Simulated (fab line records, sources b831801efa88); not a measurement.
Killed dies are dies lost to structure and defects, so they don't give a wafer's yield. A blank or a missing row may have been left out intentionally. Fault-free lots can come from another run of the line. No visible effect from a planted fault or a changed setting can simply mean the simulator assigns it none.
Problem report in the 8D (eight disciplines) form, filled by code	flow sky130	the parts of the form that need people (team, actions taken, sign-off) are left out

== 1. THE ISSUE ==
heater-power-total-W at SKY_CAPM_SOFTBAKE_08 reads a mean of 57.23 W on 6 wafers of 2 lots; wafers without a fault read 56.60 W with a standard deviation of 0.046. Measured from the usual mean, that is +14 standard deviations.
The step: time 60 s.
Earliest sighting: wafer L375.2 on litho-track-01 at day 39 12:07. Wafers with a number at this step in the record: 36, from 12 lots. By rule, "out" or "out of limits" means more than 4 standard deviations away from the usual mean. The other wafers with a number count as sound.

== 2. WHAT IT IS, WHAT IT ISN'T ==
question	is	is not
which readings at this step	heater-power-total-W, plate-temp-C	-
which lots	L375, L376	L367, L368, L369, L370, L371, L374, L384, L387, L389, L390
which wafers of those lots	all that have a number	-
read on which tools	litho-track-01	litho-track-02, litho-track-04
when	from day 39 12:07	up to then (18 sound wafers); but 12 sound wafers of L384, L387, L389, L390 came after

== 3. THE SUSPECTS, EACH WITH WHAT RULES IT OUT ==
Counting: a tool at a process step up to the reading stays a suspect if it ran every lot that is out and no sound lot after the first of them.
- cmp-01 at SKY_CONTACT_CMP_27 (polishes, stops on SiO2, t overpolish 15 s, target thk 0 nm): ruled out as a lasting fault. Following L375 (day 34 06:41), the first lot on it that is out, the sound lots L384, L389, L390 were run on it.
- litho-track-01 at SKY_CAPM_SOFTBAKE_08 (time 60 s): kept. All lots that are out passed through it, beginning with L375 at day 39 12:07, and no sound lot followed; its final sound lot before that point was L370 at day 37 09:26. On those wafers its own readings are out: heater-power-total-W, plate-temp-C.
After counting, what remains is litho-track-01 at SKY_CAPM_SOFTBAKE_08.

== 4. THE CAUSE (what the simulator had put in) ==
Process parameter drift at SKY_CAPM_SOFTBAKE_08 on litho-track-01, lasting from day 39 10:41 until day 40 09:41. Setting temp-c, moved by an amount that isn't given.
After counting, this tool was the only one left.

== 5. SEQUENCE OF EFFECTS, ordered by route ==
Rows list readings where the struck wafers' mean (over those with a number) sits beyond 3 standard deviations from the usual. Scope: only readings with a usual standard deviation given in the record; hours: median across lots of the time from each lot's start at the first step in this table that gives one to its start at this step; sigmas: change in usual standard deviations.
hours	step	reading	usual	on struck wafers	change	sigmas
0	SKY_CAPM_SOFTBAKE_08	heater-power-total-W	56.60 W	57.23	+0.63	+14
0	SKY_CAPM_SOFTBAKE_08	plate-temp-C	89.98 C	90.83	+0.85	+7.1
Its process steps:
- SKY_CAPM_SOFTBAKE_08: time 60 s.

== 6. HOW IT WOULD HAVE BEEN CAUGHT EARLIER ==
In this record the first reading out of limits was taken at day 39 12:07, 1 hour after the fault began at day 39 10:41.
